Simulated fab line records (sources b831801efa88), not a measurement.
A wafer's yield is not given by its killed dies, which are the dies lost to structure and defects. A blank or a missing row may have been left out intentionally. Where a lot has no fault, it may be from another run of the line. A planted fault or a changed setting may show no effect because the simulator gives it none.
Which tool did it? :: flow gf180mcu :: 13 lots with 39 wafers sampled at 2 steps, on a route of 602 steps

## WHAT THE GAUGES SHOWED, per wafer
GF_STI_BOW_MEAS_00. Usual: INCOMING_BOW typically reads 0 um, with standard deviation 6.3.
lot: L827
measured: day 1 10:02
on: film-metro-03
INCOMING_BOW (um): 6 -10 -12
flag: 

lot: L829
measured: day 1 20:00
on: film-metro-03
INCOMING_BOW (um): 6 -18 -6
flag: 

lot: L830
measured: day 2 01:00
on: film-metro-03
INCOMING_BOW (um): -4 -1 3
flag: 

lot: L831
measured: day 2 06:00
on: film-metro-03
INCOMING_BOW (um): 3 7 4
flag: 

lot: L834
measured: day 2 21:02
on: film-metro-03
INCOMING_BOW (um): 1 7 4
flag: 

lot: L835
measured: day 3 02:02
on: film-metro-03
INCOMING_BOW (um): 3 -10 1
flag: 

lot: L836
measured: day 3 07:02
on: film-metro-03
INCOMING_BOW (um): 9 -1 2
flag: 

lot: L837
measured: day 3 12:01
on: film-metro-04
INCOMING_BOW (um): 5 -3 7
flag: 

lot: L841
measured: day 4 08:00
on: film-metro-04
INCOMING_BOW (um): 3 3 12
flag: 

lot: L842
measured: day 4 13:00
on: film-metro-03
INCOMING_BOW (um): 2 0 -2
flag: 

lot: L843
measured: day 4 18:01
on: film-metro-04
INCOMING_BOW (um): -7 2 0
flag: 

lot: L844
measured: day 4 23:02
on: film-metro-01
INCOMING_BOW (um): -3 -9 -3
flag: 

lot: L849
measured: day 6 00:00
on: film-metro-04
INCOMING_BOW (um): 0 8 7
flag: 

GF_STI_THK_MEAS_30. Usual: STI_OXIDATION_02_THK typically reads 9.99 nm, with standard deviation 0.21.
lot: L827
measured: day 2 16:25
on: film-metro-04
STI_OXIDATION_02_THK (nm): 9.83 9.87 9.91
flag: 

lot: L829
measured: day 2 23:44
on: film-metro-01
STI_OXIDATION_02_THK (nm): 10.42 10.03 10.15
flag: 

lot: L830
measured: day 3 02:35
on: film-metro-03
STI_OXIDATION_02_THK (nm): 10.07 9.91 10.14
flag: 

lot: L831
measured: day 3 06:31
on: film-metro-04
STI_OXIDATION_02_THK (nm): 10.21 10.29 10.01
flag: 

lot: L834
measured: day 3 19:49
on: film-metro-03
STI_OXIDATION_02_THK (nm): 10.17 10.16 10.37
flag: 

lot: L835
measured: day 3 23:28
on: film-metro-01
STI_OXIDATION_02_THK (nm): 10.27 10.11 10.12
flag: 

lot: L836
measured: day 4 04:38
on: film-metro-03
STI_OXIDATION_02_THK (nm): 10.16 10.30 10.13
flag: 

lot: L837
measured: day 4 10:10
on: film-metro-03
STI_OXIDATION_02_THK (nm): 9.96 9.96 9.73
flag: 

lot: L841
measured: day 5 09:25
on: film-metro-04
STI_OXIDATION_02_THK (nm): 9.86 9.84 9.97
flag: 

lot: L842
measured: day 5 13:43
on: film-metro-01
STI_OXIDATION_02_THK (nm): 9.90 9.70 9.86
flag: 

lot: L843
measured: day 5 17:04
on: film-metro-04
STI_OXIDATION_02_THK (nm): 9.91 10.00 10.01
flag: 

lot: L844
measured: day 6 00:19
on: film-metro-01
STI_OXIDATION_02_THK (nm): 9.96 9.89 9.78
flag: 

lot: L849
measured: day 6 23:52
on: film-metro-01
STI_OXIDATION_02_THK (nm): 9.61 9.68 9.63
flag: 

## EACH LOT AND THE TOOL THAT RAN IT (in order: tool; ch and the chambers of the sampled wafers; start)
There is no process step in the record ahead of these readings.

## AS READ BY THE TOOLS THEMSELVES (means over the sampled wafers that have a number; for cases with no such wafer, the mark the record gives instead)
The record holds no such reading with a usual standard deviation.

## THE ANSWER, worked out from the rows above alone
Rule: a lot is off if the mean of its wafers that have a number lies more than 3 standard deviations from the usual mean. A lot without any number at a reading at which 4 lots or more have one is off too. Where the step has rows for the other lots, those lots are counted as sound. The gauges are gone through in route order, then the tools' own readings, and for those a lot's mean is taken as printed above. The first step at which some lot is off is used, and at that step the reading that is off furthest; a lot without a number counts as furthest.
No lot is off on any of the readings shown, so nothing can be concluded from this.

## WHAT THE SIMULATOR HAD PUT IN
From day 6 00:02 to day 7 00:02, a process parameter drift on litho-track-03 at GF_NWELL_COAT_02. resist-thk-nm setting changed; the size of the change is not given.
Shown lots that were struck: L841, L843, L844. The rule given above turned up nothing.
